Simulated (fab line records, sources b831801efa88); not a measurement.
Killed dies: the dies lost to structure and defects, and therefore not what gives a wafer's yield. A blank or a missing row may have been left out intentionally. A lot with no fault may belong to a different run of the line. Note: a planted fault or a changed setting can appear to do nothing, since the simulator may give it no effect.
Matching of chambers	flow sky130	SKY_CAP2M_CVD_00 on pecvd-01: 3 sister chambers
The step deposits SiO2, target thk 15.5 nm. 6 wafers are shown with their chamber, then 7 later ones without.

== WAFERS WITH THEIR CHAMBER ==
wafer	chamber	rf fwd power W (W)	heater power w (W)
L083.1	0	440.7	772
L083.5	1	445.3	706
L086.2	1	444.6	739
L086.5	0	436.8	782
L092.2	2	440.7	918
L092.4	2	439.3	948

== WAFERS WITH NO CHAMBER GIVEN ==
wafer	rf fwd power W (W)	heater power w (W)
L092.5	442.8	703
L094.3	442.1	752
L094.4	439.2	732
L094.5	439.7	845
L096.1	438.9	778
L096.2	438.6	751
L096.3	443.4	612

== THE CHAMBER EACH PASSED THROUGH ==
wafer	from the rows above	in truth
L092.5	1	1
L094.3	can't be placed: 1 or 0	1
L094.4	can't be placed: 0 or 1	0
L094.5	can't be placed: 0 or 2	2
L096.1	0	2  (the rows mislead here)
L096.2	0	0
L096.3	1	1
3 of 7 placed correctly. These rows do not allow placing 3 (true chamber among the candidates in 3). 1 placed wrongly.
How it was worked out, from the rows above alone: a wafer's distance from a chamber is the root of the sum, over the readings, of the square of ((its reading less the chamber's mean) divided by the reading's scatter). If the next closest chamber is less than 2 further off than the closest, the wafer can't be placed; otherwise it belongs to the closest. A chamber's mean is the mean of its shown wafers. How the scatter is found: for the shown wafers, subtract from each reading the mean of its chamber, square and add these, divide the total by (wafers less chambers), then take the root.
